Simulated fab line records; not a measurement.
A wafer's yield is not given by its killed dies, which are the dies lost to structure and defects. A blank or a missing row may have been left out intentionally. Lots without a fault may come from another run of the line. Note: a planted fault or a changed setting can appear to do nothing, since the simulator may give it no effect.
Which of the tools did it? || flow sky130 || 7 lots with 21 wafers sampled at 2 steps, on a route of 708 steps

## WHAT THE GAUGES SHOWED, per wafer
SKY_LDD_P_TW_MEAS_11.
{"lot": "L139", "measured": "day 20 20:28", "on": "filmMetro-03", "LDD_P_TW": "630 627 627"}
{"lot": "L140", "measured": "day 21 10:32", "on": "filmMetro-01", "LDD_P_TW": "622 628 624"}
{"lot": "L142", "measured": "day 21 20:08", "on": "filmMetro-01", "LDD_P_TW": "633 630 627"}
{"lot": "L145", "measured": "day 23 04:52", "on": "filmMetro-04", "LDD_P_TW": "637 635 636"}
{"lot": "L152", "measured": "day 25 20:12", "on": "filmMetro-04", "LDD_P_TW": "586 589 588"}
{"lot": "L154", "measured": "day 26 11:26", "on": "filmMetro-04", "LDD_P_TW": "636 635 638"}
{"lot": "L158", "measured": "day 27 11:59", "on": "filmMetro-01", "LDD_P_TW": "630 633 633"}

## WHICH TOOL RAN EACH LOT (tool, then ch and the chambers of the sampled wafers, then the start)
{"lot": "L139", "SKY_LDD_P_IMPLANT_09": "implanter-02 ch 0, day 20 20:15"}
{"lot": "L140", "SKY_LDD_P_IMPLANT_09": "implanter-01 ch 0, day 21 10:17"}
{"lot": "L142", "SKY_LDD_P_IMPLANT_09": "implanter-01 ch 0, day 21 19:53"}
{"lot": "L145", "SKY_LDD_P_IMPLANT_09": "implanter-02 ch 0, day 23 04:38"}
{"lot": "L152", "SKY_LDD_P_IMPLANT_09": "implanter-04 ch 0, day 25 19:58"}
{"lot": "L154", "SKY_LDD_P_IMPLANT_09": "implanter-02 ch 0, day 26 11:11"}
{"lot": "L158", "SKY_LDD_P_IMPLANT_09": "implanter-01 ch 0, day 27 11:44"}
- SKY_LDD_P_IMPLANT_09

## THE ANSWER, worked out from the rows above alone
Rule: usual is defined by the lots themselves. Put in order of their means at a reading, lots are off if they are a third of the lots or fewer, leave a main group of 4 or more, and stand apart from it by a gap of 3 or more times the standard deviation of the main group's means; of several such gaps the widest counts. A main group is skipped when, at the precision printed for the reading in the tables above, its means are all equal. A lot without any number at a reading at which 4 lots or more have one is off too. Any other lot the step has rows for is counted as sound.
Off: L152, seen at SKY_LDD_P_TW_MEAS_11 (LDD_P_TW). Mean 631 and standard deviation 4.2 in the main group.
A tool fits if, at a process step before that reading, it ran every lot that is off, and no sound lot after the first of them. Those tools and the gauges at SKY_LDD_P_TW_MEAS_11 are tried in the same way. One fits: SKY_LDD_P_IMPLANT_09 on implanter-04. It ran no sound lot before its first lot that is off in this sample, so the start can't be narrowed down.

## WHAT THE SIMULATOR HAD INSERTED
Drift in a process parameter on implanter-04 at SKY_LDD_P_IMPLANT_09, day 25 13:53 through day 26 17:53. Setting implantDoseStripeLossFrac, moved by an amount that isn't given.
Shown lots that were struck: L152. This agrees with what the rule above found.
